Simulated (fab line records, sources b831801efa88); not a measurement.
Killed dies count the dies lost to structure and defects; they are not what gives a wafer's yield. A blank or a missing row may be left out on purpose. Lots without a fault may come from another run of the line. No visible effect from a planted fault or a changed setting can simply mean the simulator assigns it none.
Chamber matching + flow sky130 + SKY_FIELD_ISO_CMP_27 on cmp-02 has 4 sister chambers
The step polishes, stops on Si3N4, t overpolish 16 s, target thk 457.8 nm. 8 wafers are shown with their chamber, then 9 later ones without.

== EACH WAFER AND ITS CHAMBER ==
| wafer  | chamber | motor_current_A (A) | time_to_endpoint_s (s) |
|--------|---------|---------------------|------------------------|
| L288.5 | 1       | 11.2                | 118                    |
| L292.2 | 1       | 11.2                | 118                    |
| L299.5 | 2       | 12.4                | 111                    |
| L301.2 | 3       | 12.3                | 105                    |
| L301.6 | 0       | 13.4                | 107                    |
| L304.2 | 2       | 12.0                | 110                    |
| L304.3 | 3       | 12.9                | 112                    |
| L304.5 | 0       | 14.0                | 109                    |

== WAFERS WHOSE CHAMBER IS MISSING ==
| wafer  | motor_current_A (A) | time_to_endpoint_s (s) |
|--------|---------------------|------------------------|
| L305.1 | 11.1                | 107                    |
| L305.2 | 13.3                | 106                    |
| L305.6 | 13.3                | 102                    |
| L306.1 | 12.2                | 107                    |
| L306.2 | 14.4                | 111                    |
| L306.3 | 11.2                | 108                    |
| L307.2 | 12.1                | 110                    |
| L307.3 | 11.6                | 112                    |
| L307.6 | 11.4                | 106                    |

== THE CHAMBER EACH PASSED THROUGH ==
| wafer  | from the rows above          | in truth |
|--------|------------------------------|----------|
| L305.1 | can't be placed: 2 or 1 or 3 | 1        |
| L305.2 | can't be placed: 0 or 3      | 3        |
| L305.6 | can't be placed: 0 or 3      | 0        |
| L306.1 | can't be placed: 3 or 2      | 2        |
| L306.2 | 0                            | 0        |
| L306.3 | can't be placed: 2 or 1 or 3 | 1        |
| L307.2 | can't be placed: 2 or 3      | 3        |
| L307.3 | can't be placed: 2 or 1 or 3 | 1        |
| L307.6 | can't be placed: 2 or 3 or 1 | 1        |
Correct placement for 1 of the 9. Can't be placed from these rows: 8 (the true chamber is among the candidates in 8). 0 placed wrongly.
How it was worked out, from the rows above alone: a wafer's distance from a chamber is the root of the sum, over the readings, of the square of ((its reading less the chamber's mean) divided by the reading's scatter). The wafer belongs to the nearest chamber; if the next one is less than 2 further off, it can't be placed. The mean given for a chamber averages the wafers shown for that chamber. The scatter is the square root of a quotient: the sum, over the shown wafers, of each reading's squared deviation from its chamber's mean, divided by wafers minus chambers.
